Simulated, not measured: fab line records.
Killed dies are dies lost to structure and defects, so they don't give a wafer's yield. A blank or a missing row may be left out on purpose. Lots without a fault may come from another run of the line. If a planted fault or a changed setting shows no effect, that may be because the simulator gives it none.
fab line records    flow sky130
[record] lots = 13  wafers = 39  last-day = 50
route steps=708 shown LDD_HVN@270 LOCAL_INTERCONNECT@400 CONTACT@420 METAL1@438
lots that met no fault: taken from a fault-free run of the same line
start-h: the number of hours between the record's first day and the start of the first shown wafer of the lot    wait-h: hours elapsed since this lot's preceding step    " repeats the value in the row above    L1.1+2: several wafers, shown together as one row    - value missing, or start not given    * or withheld: withheld    < > ~ a bound
route shown NAME@n: a module of which the file shows steps, and the number in the route of the first    usual: average and standard deviation across the fault-free wafers    same: alike in all rows    chamber/n: place in a boat    sites: per-site readings    _std_site: standard deviation of those values    _edge_site: outer sites' mean less inner sites'    radius-mm: how far each site lies from the wafer's centre    mask NAME#n: copy n    behind: the last tool/chamber to shape the wafer    hold: why the lot went on hold/how many hours it stayed there/how the hold came to an end    device: names the non-switching transistor (n, p or np)    end of line: at the end of the route, the tests of the same wafers    where a step has no rows: the recipe by itself    killed: dies that structure and defects cost at the first sort, which is not the same as the wafer's yield    map: shows each die of a wafer: x if killed, . if not, _ if none is there
set.NAME: the run value of the setting; set.NAME@STEP: its run value at that earlier step    model.NAME: the simulator's own value behind a step, which no gauge read
steps of the route over a sample of lots; a table a step, a row a wafer
services: when a tool's chamber went out of use (start-h, in hours from the record's first day, below 0 if earlier), for how many hours, and the reason
[[steps]]
[step SKY_LDD_HVN_SOFTBAKE_03]
[recipe] temp-c = 90  time-s = 60  resist = NOVOLAK
[usual] heater-power-total-W = 56.59/0.038  resist-line-temp-C = 22.99/0.1  run-length-s = 89.19/0.17
lot.wafer  tool            chamber  start-h  wait-h  heater-power-total-W  resist-line-temp-C  run-length-s
L262.1     litho-track-03  0        464.37   0.1     56.66                 22.94               89.14
L262.5     "               0        "        "       56.56                 22.94               89.20
L262.6     "               0        "        "       56.54                 23.05               89.15
L263.2     litho-track-03  0        473.64   0.1     56.59                 22.96               89.40
L263.3     "               0        "        "       56.65                 23.11               89.14
L263.4     "               0        "        "       56.62                 23.03               89.33
L264.2     litho-track-03  0        476.64   0.1     56.59                 22.87               89.18
L264.3     "               0        "        "       56.57                 23.06               89.18
L264.5     "               0        "        "       56.64                 23.14               89.24
L265.2     litho-track-03  0        501.99   0.1     56.57                 22.83               89.41
L265.3     "               0        "        "       56.53                 22.94               89.17
L265.5     "               0        "        "       56.59                 22.92               89.29
L266.2     litho-track-03  0        512.54   0.1     56.57                 23.11               89.37
L266.3     "               0        "        "       56.65                 23.18               89.52
L266.6     "               0        "        "       56.55                 23.19               89.13
L267.1     litho-track-03  0        518.37   0.1     56.54                 22.92               89.16
L267.5     "               0        "        "       56.62                 23.00               89.17
L267.6     "               0        "        "       56.65                 22.99               89.14
L269.2     litho-track-03  0        529.44   0.1     59.46                 22.94               80.94
L269.4     "               0        "        "       59.44                 22.93               80.81
L269.5     "               0        "        "       59.52                 22.88               80.55
L271.3     litho-track-03  0        552.82   0.1     59.54                 22.71               80.83
L271.5     "               0        "        "       59.47                 22.91               80.62
L271.6     "               0        "        "       59.43                 22.82               80.57
L276.2     litho-track-04  0        590.76   0.1     56.64                 22.95               89.20
L276.4     "               0        "        "       56.62                 22.87               89.21
L276.5     "               0        "        "       56.58                 22.93               89.61
L279.1     litho-track-03  0        619.62   0.1     56.61                 23.21               89.28
L279.2     "               0        "        "       56.60                 23.13               89.21
L279.5     "               0        "        "       56.50                 23.15               89.23
L280.4     litho-track-04  0        626.61   0.1     56.54                 22.91               89.30
L280.5     "               0        "        "       56.56                 22.99               89.24
L280.6     "               0        "        "       56.62                 23.02               89.49
L282.2     litho-track-03  0        634.29   0.1     56.60                 23.00               89.31
L282.3     "               0        "        "       56.52                 23.05               89.17
L282.6     "               0        "        "       56.62                 22.96               89.25
L283.2     litho-track-01  0        644.48   0.1     56.66                 23.19               88.91
L283.3     "               0        "        "       56.64                 23.04               88.90
L283.5     "               0        "        "       56.61                 22.99               88.95
[step SKY_LOCAL_INTERCONNECT_ETCH_13]
[recipe] chemistry = N2/H2  target = BARC  ion-energy-ev = 200  bias-w = 100  pressure-mtorr = 30  n2-flow-sccm = 100  h2-flow-sccm = 200  icp-w = 500  stop-on = SiO2  time-s = 45.9  target-depth-a = 600
[usual] bias-w = 100.00/0.29  drypump-motor-current-A = 5.96/0.17  oes-product-au = 0.855/0.0047  throttle-valve-pct = 13.225/0.0098
lot.wafer  tool          chamber  start-h  wait-h  bias-w  drypump-motor-current-A  oes-product-au  rf-hours-counter-h  throttle-valve-pct
L262.1     rie-metal-02  1        717.99   0.0     100.06  5.83                     0.856           5                   13.238
L262.5     "             1        "        "       100.36  5.83                     0.851           -                   13.205
L262.6     "             0        "        "       100.41  5.67                     0.846           -                   13.224
L263.2     rie-metal-03  0        728.07   0.0     100.25  6.05                     0.859           7                   13.212
L263.3     "             1        "        "       99.79   5.99                     0.859           -                   13.222
L263.4     "             0        "        "       99.86   6.05                     0.861           -                   13.235
L264.2     rie-metal-04  0        729.19   0.0     100.19  5.95                     0.850           0                   13.223
L264.3     "             0        "        "       99.84   5.96                     0.854           -                   13.222
L264.5     "             0        "        "       100.40  5.96                     0.854           -                   13.222
L265.2     rie-metal-03  0        754.84   0.0     100.23  6.05                     0.852           8                   13.239
L265.3     "             1        "        "       100.16  5.98                     0.860           -                   13.223
L265.5     "             1        "        "       100.23  5.98                     0.859           -                   13.215
L266.2     rie-metal-02  1        761.14   0.0     99.78   5.85                     0.850           6                   13.240
L266.3     "             1        "        "       100.07  5.83                     0.852           -                   13.231
L266.6     "             0        "        "       100.36  5.64                     0.851           -                   13.215
L267.1     rie-metal-03  1        766.92   0.0     99.95   6.02                     0.850           5                   13.215
L267.5     "             0        "        "       99.97   6.02                     0.852           -                   13.221
L267.6     "             1        "        "       99.77   6.03                     0.856           -                   13.217
L269.2     rie-metal-03  1        779.44   0.0     99.81   5.96                     0.850           6                   13.208
L269.4     "             1        "        "       99.91   5.98                     0.850           -                   13.234
L269.5     "             1        "        "       99.79   5.96                     0.860           -                   13.224
L271.3     rie-metal-03  0        797.26   0.0     99.69   6.04                     0.860           -                   13.213
L271.5     "             1        "        "       99.74   5.99                     0.863           -                   13.216
L271.6     "             0        "        "       100.37  6.07                     0.856           -                   13.245
L276.2     rie-metal-04  1        833.14   0.0     100.22  6.22                     0.859           8                   13.229
L276.4     "             0        "        "       100.12  5.98                     0.855           -                   13.220
L276.5     "             0        "        "       99.96   6.01                     0.857           -                   13.240
L279.1     rie-metal-02  1        859.83   0.0     100.19  5.84                     0.860           10                  13.231
L279.2     "             0        "        "       99.46   5.61                     0.855           17                  13.216
L279.5     "             0        "        "       99.60   5.64                     0.858           -                   13.219
L280.4     rie-metal-04  1        863.15   0.0     99.65   6.23                     0.855           -                   13.212
L280.5     "             1        "        "       99.56   6.22                     0.861           -                   13.219
L280.6     "             0        "        "       99.92   5.95                     0.860           -                   13.212
L282.2     rie-metal-02  1        871.40   0.0     99.92   5.85                     0.858           -                   13.242
L282.3     "             1        "        "       99.64   5.86                     0.846           -                   13.228
L282.6     "             1        "        "       99.86   5.87                     0.850           -                   13.215
L283.2     rie-metal-04  1        884.52   0.0     99.78   6.19                     0.858           10                  13.232
L283.3     "             1        "        "       99.73   6.17                     0.855           -                   13.229
L283.5     "             1        "        "       99.82   6.19                     0.856           -                   13.213
[step SKY_CONTACT_CD_MEAS_14]
[recipe] target-cd-nm = 170
[usual] cd-nm = 170.2/1.7
lot.wafer  tool       chamber  start-h  wait-h  cd-nm
L262.1     cd-sem-01  -        746.41   -       169.3
L262.5     "          -        "        "       170.3
L262.6     "          -        "        "       169.1
L263.2     cd-sem-01  -        756.13   -       168.2
L263.3     "          -        "        "       166.4
L263.4     "          -        "        "       167.2
L264.2     cd-sem-02  -        757.09   -       168.5
L264.3     "          -        "        "       167.8
L264.5     "          -        "        "       169.8
L265.2     cd-sem-01  -        782.79   -       170.3
L265.3     "          -        "        "       169.0
L265.5     "          -        "        "       169.9
L266.2     cd-sem-02  -        788.74   -       170.8
L266.3     "          -        "        "       172.0
L266.6     "          -        "        "       172.4
L267.1     cd-sem-01  -        795.21   -       169.8
L267.5     "          -        "        "       169.5
L267.6     "          -        "        "       168.3
L269.2     cd-sem-01  -        807.03   -       167.5
L269.4     "          -        "        "       169.7
L269.5     "          -        "        "       171.7
L271.3     cd-sem-01  -        825.25   -       170.6
L271.5     "          -        "        "       170.1
L271.6     "          -        "        "       169.9
L276.2     cd-sem-01  -        860.50   -       168.7
L276.4     "          -        "        "       167.1
L276.5     "          -        "        "       168.0
L279.1     cd-sem-02  -        887.31   -       169.8
L279.2     "          -        "        "       170.1
L279.5     "          -        "        "       168.7
L280.4     cd-sem-01  -        891.37   -       169.5
L280.5     "          -        "        "       168.0
L280.6     "          -        "        "       168.0
L282.2     cd-sem-02  -        898.13   -       170.1
L282.3     "          -        "        "       169.5
L282.6     "          -        "        "       168.4
L283.2     cd-sem-01  -        910.93   -       171.9
L283.3     "          -        "        "       172.4
L283.5     "          -        "        "       172.1
[step SKY_METAL1_SPUTTER_04]
[recipe] material = TiN  target-thk-nm = 70  power-w = 6500  time-s = 58.3  chamber-pressure-pa = 0.4
[usual] throttle-valve-pct = 30.1/0.69
lot.wafer  tool            chamber  start-h  wait-h  throttle-valve-pct
L262.1     pvd-sputter-03  -        748.06   0.0     29.4
L262.5     "               -        "        "       29.5
L262.6     "               -        "        "       30.2
L263.2     pvd-sputter-04  -        757.74   0.0     30.7
L263.3     "               -        "        "       31.1
L263.4     "               -        "        "       29.3
L264.2     pvd-sputter-03  -        758.73   0.0     29.6
L264.3     "               -        "        "       28.9
L264.5     "               -        "        "       30.4
L265.2     pvd-sputter-04  -        784.39   0.0     30.9
L265.3     "               -        "        "       29.5
L265.5     "               -        "        "       31.2
L266.2     pvd-sputter-03  -        790.34   0.0     29.6
L266.3     "               -        "        "       30.4
L266.6     "               -        "        "       29.6
L269.2     pvd-sputter-03  -        808.64   0.0     29.0
L269.4     "               -        "        "       30.5
L269.5     "               -        "        "       29.2
L267.1     pvd-sputter-02  -        825.80   0.0     30.1
L267.5     "               -        "        "       30.7
L267.6     "               -        "        "       30.0
L271.3     pvd-sputter-03  -        826.83   0.0     29.8
L271.5     "               -        "        "       29.7
L271.6     "               -        "        "       30.0
L276.2     pvd-sputter-02  -        862.21   0.0     30.5
L276.4     "               -        "        "       30.3
L276.5     "               -        "        "       30.4
L279.1     pvd-sputter-04  -        888.94   0.0     29.4
L279.2     "               -        "        "       31.3
L279.5     "               -        "        "       30.7
L280.4     pvd-sputter-04  -        893.02   0.0     29.7
L280.5     "               -        "        "       31.1
L280.6     "               -        "        "       29.6
L282.2     pvd-sputter-04  -        899.79   0.0     29.2
L282.3     "               -        "        "       30.9
L282.6     "               -        "        "       30.6
L283.2     pvd-sputter-04  -        912.54   0.0     29.6
L283.3     "               -        "        "       31.2
L283.5     "               -        "        "       31.2
[[services]]
tool            chamber  start-h  hours  kind
rie-metal-03    0        447.89   -      clean
rie-metal-03    0        447.89   -      consumable-replace:focus-ring
rie-metal-03    0        447.89   22.6   scheduled-down
rie-metal-03    0        447.89   22.6   vent-cycle
pvd-sputter-04  -        471.47   0.7    repair
pvd-sputter-04  -        492.57   5.0    repair
rie-metal-02    -        514.23   1.4    pm
rie-metal-04    -        525.94   2.0    repair
pvd-sputter-03  -        539.54   13.6   repair
pvd-sputter-03  -        554.71   16.5   repair
rie-metal-03    0        573.62   25.7   repair
pvd-sputter-03  -        588.50   25.9   repair
rie-metal-03    1        591.76   17.1   repair
pvd-sputter-02  -        591.98   5.1    repair
pvd-sputter-02  -        598.66   2.5    repair
rie-metal-02    1        627.31   3.7    repair
litho-track-03  -        628.12   -      consumable-replace:filter
pvd-sputter-04  -        660.46   1.2    repair
rie-metal-03    1        732.81   1.3    repair
pvd-sputter-03  -        785.08   1.4    repair
rie-metal-02    -        802.87   0.4    repair
pvd-sputter-02  -        830.89   4.8    repair
rie-metal-02    0        838.67   1.7    repair
pvd-sputter-04  -        847.65   3.6    repair
[[key]]
[first-sign] step = SKY_LDD_HVN_SOFTBAKE_03  reading = heater-power-total-W  direction = up  sigmas = 77  usual = *  struck = *
[effect] step = SKY_LDD_HVN_SOFTBAKE_03  reading = run-length-s  direction = down  sigmas = 51  usual = *  struck = *
met-at SKY_LDD_HVN_SOFTBAKE_03
struck-lots L269,L271
tester-left-out L269,L271
not-acting-at SKY_LOCAL_INTERCONNECT_ETCH_13,SKY_CONTACT_CD_MEAS_14,SKY_METAL1_SPUTTER_04
onset-between 518.37 529.44
[fault] kind = process-parameter-drift  tool = litho-track-03  chamber = -  onset-h = 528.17  steps = SKY_LDD_HVN_SOFTBAKE_03  channel = time-s  offset = *  shape = step  end-h = 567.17  acts-in = *  stated = *
// tester-left-out: of these lots the tester's yield and bins aren't shown, on N5 and GAA mostly nor the transistor test; their killed dies are dies lost to structure and defects alone, not to doping, threshold or leakage, so they don't give the yield
